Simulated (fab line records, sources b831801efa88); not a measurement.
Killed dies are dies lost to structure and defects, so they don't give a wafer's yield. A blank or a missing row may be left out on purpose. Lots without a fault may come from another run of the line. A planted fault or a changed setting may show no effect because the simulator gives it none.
A struck lot beside a sound one | flow gf180mcu | 37 steps out of a route of 602
Sound: wafers L437.1, L437.2, L437.3. Struck: wafer L441.5. (L441.1, L441.6 of the same lot were not struck and are left out.) The cause comes at the end.
At each step with rows: each side's tool, then ch and its chambers, then its first start. Under that, the readings that differ: sound wafers | struck wafers | difference of the means | sigmas: that difference in standard deviations of wafers without a fault.
alike: readings whose means differ by less than 2 such deviations, and words and numbers that are the same on both sides. not compared: withheld readings, readings that some wafer has no value for, bounds like >300 that may hide the same value, and numbers for which the record gives no deviation and whose values overlap.
The two part at a step that has a row with sigmas, a row that says differs or no value, or rows on one side only. Numbers that don't overlap but have no deviation are shown without sigmas and don't part them. A reading that every wafer of one side lacks parts them only if that side has two wafers or more.

first, 2 steps without rows for these wafers: GF_M4_PEB_12 (peb time 90 s); GF_M4_DEVELOP_13 (develop time 60 s).
GF_M4_CD_MEAS_14: target cd 280 nm.
  sound on cd_sem-02, day 25 14:57; struck on cd_sem-02, day 27 00:25
  alike: cd_nm
GF_M4_OVL_MEAS_15:
  sound on overlay-01, day 25 15:04; struck on overlay-01, day 27 00:32
  alike: M4_OVL
then, 1 step without rows for these wafers: GF_M4_METAL_ETCH_16 (etches the open film in Cl2/BCl3, stops on SiO2, target depth 750.8 nm, time 125.1 s).
GF_M4_STRIP_17: strips in O2/N2.
  sound on plasma_asher-02 ch 0,1, day 25 15:14; struck on plasma_asher-01 ch 0, day 27 00:49
  reading                      | sound          | struck | difference | sigmas
  strip_time_to_endpoint_s (s) | 7.42 7.42 7.41 | 7.34   | -0.08      | -2
  alike: drypump_motor_current_A, heater_power_w, o2_flow_sccm, oes_product_au
  not compared: rf_hours_counter_h
then, 3 steps without rows for these wafers: GF_M4_STRIP_18 (strips in post etch residue remover, time 1200 s); GF_M4_CLEAN_19 (cleans in DIW); GF_V4_CVD_00 (deposits SiO2, target thk 600 nm, time 100 s).
GF_V4_THK_MEAS_01:
  sound on film_metro-03, day 25 15:50; struck on film_metro-03, day 27 01:26
  alike: V4_CVD_00_THK
then, 1 step without rows for these wafers: GF_V4_CVD_02 (deposits SiO2 from TEOS, target thk 850 nm, time 94.851 s).
GF_V4_THK_MEAS_03:
  sound on film_metro-03, day 25 15:58; struck on film_metro-03, day 27 01:35
  alike: V4_CVD_02_THK
GF_V4_CMP_04: polishes SiO2.
  sound on cmp-02 ch 0,2,3, day 25 16:05; struck on cmp-02 ch 0, day 27 01:48
  reading                             | sound           | struck | difference | sigmas
  time_to_endpoint_s (s)              | 81 86 82        | 61     | -22        | -4
  model.SiO2_of_V4_CVD_02.thk_nm (nm) | 632.5 633.6 633 | 696.1  | +63.1      |
  alike: motor_current_A
GF_V4_BOW_MEAS_05:
  sound on film_metro-03, day 25 16:20; struck on film_metro-02, day 27 01:57
  alike: V4_BOW
then, 8 steps without rows for these wafers: GF_V4_DEHYDRATE_06 (time 60 s); GF_V4_HMDS_07 (prime time 60 s); GF_V4_COAT_08; GF_V4_COAT_09 (resist thk 982.1 nm); GF_V4_SOFTBAKE_10 (time 60 s); GF_V4_EXPOSE_11 (exposes mask Via4, target cd 260 nm); GF_V4_PEB_12 (peb time 90 s); GF_V4_DEVELOP_13 (develop time 60 s).
GF_V4_CD_MEAS_14: target cd 260 nm.
  sound on cd_sem-01, day 26 13:05; struck on cd_sem-01, day 27 22:17
  alike: cd_nm
GF_V4_OVL_MEAS_15:
  sound on overlay-02, day 26 13:13; struck on overlay-02, day 27 22:25
  alike: V4_OVL
then, 1 step without rows for these wafers: GF_V4_ETCH_16 (etches BARC in N2/H2).
GF_V4_ETCH_17: etches SiO2 in C4F8/O2/Ar, stops on TiN, target depth 630 nm.
  sound on rie_diel-04 ch 0,1,2; struck on rie_diel-04 ch 0
  reading                        | sound             | struck | difference | sigmas
  oes_product_au (a.u.)          | 0.858 0.851 0.853 | 0.904  | +0.050     | +11
  model.etch.depth_nm (nm)       | 632.5 633.6 633   | 696.1  | +63.1      |
  model.V4.feature_depth_nm (nm) | 632.5 633.6 633   | 696.1  | +63.1      |
GF_V4_STRIP_18: strips in O2/N2.
  sound on plasma_asher-02 ch 0,1, day 26 13:22; struck on plasma_asher-04 ch 0, day 27 22:34
  reading                     | sound          | struck | difference | sigmas
  drypump_motor_current_A (A) | 5.63 5.77 5.67 | 6.10   | +0.41      | +2
  alike: heater_power_w, o2_flow_sccm, oes_product_au
  not compared: rf_hours_counter_h
then, 2 steps without rows for these wafers: GF_V4_STRIP_19 (strips in post etch residue remover, time 1200 s); GF_V4_CLEAN_20 (cleans in DIW).
GF_V4_SPUTTER_21: material Ti, target thk 15 nm, time 80.02 s.
  sound on pvd_sputter-01, day 26 13:55; struck on pvd_sputter-01, day 27 23:06
  reading                  | sound             | struck | difference | sigmas
  chamber_pressure_pa (Pa) | 4.998 5.001 4.993 | 5.018  | +0.021     | +2
  alike: throttle_valve_pct
then, 1 step without rows for these wafers: GF_V4_SPUTTER_22 (material TiN, target thk 10 nm, time 40 s).
GF_V4_CVD_23: deposits W, target thk 350 nm, time 104.9 s.
  sound on cvd_w-02 ch 0,1, day 26 14:01; struck on cvd_w-02 ch 1, day 27 23:12
  alike: heater_power_w
GF_V4_RS_MEAS_24: measures by four-point-probe.
  sound on film_metro-03, day 26 14:07; struck on film_metro-01, day 27 23:19
  alike: V4_W_RS
GF_V4_THK_MEAS_25: measures by xrf.
  sound on film_metro-03, day 26 14:14; struck on film_metro-01, day 27 23:26
  alike: V4_W_THK
GF_V4_CMP_26: polishes, stops on SiO2, t overpolish 15 s, target thk 0 nm.
  sound on cmp-01 ch 0,1,2, day 26 14:21; struck on cmp-02 ch 0, day 27 23:30
  reading                             | sound             | struck | difference | sigmas
  model.SiO2_of_V4_CVD_02.thk_nm (nm) | 628.7 629.8 629.2 | 692.3  | +63.1      |
  alike: motor_current_A
GF_MIM_SPUTTER_00: material Ti, target thk 37.5 nm, time 150 s.
  sound on pvd_sputter-04, day 26 14:36; struck on pvd_sputter-04, day 27 23:48
  alike: chamber_pressure_pa, throttle_valve_pct
-- the record jumps here: 4 days lie between the struck wafers' starts before and after (it left off in module MIM and takes up again in module PASSIVATION, whose first step shown is number 602 of the route) --
GF_PASSIVATION_PROBE_99:
  the record has rows for the struck wafers here (prober-02, day 32 02:13) and none for the sound ones

WHERE THEY PART
First at GF_M4_STRIP_17; last, within this record, at GF_PASSIVATION_PROBE_99.

WHY: what the simulator had put in
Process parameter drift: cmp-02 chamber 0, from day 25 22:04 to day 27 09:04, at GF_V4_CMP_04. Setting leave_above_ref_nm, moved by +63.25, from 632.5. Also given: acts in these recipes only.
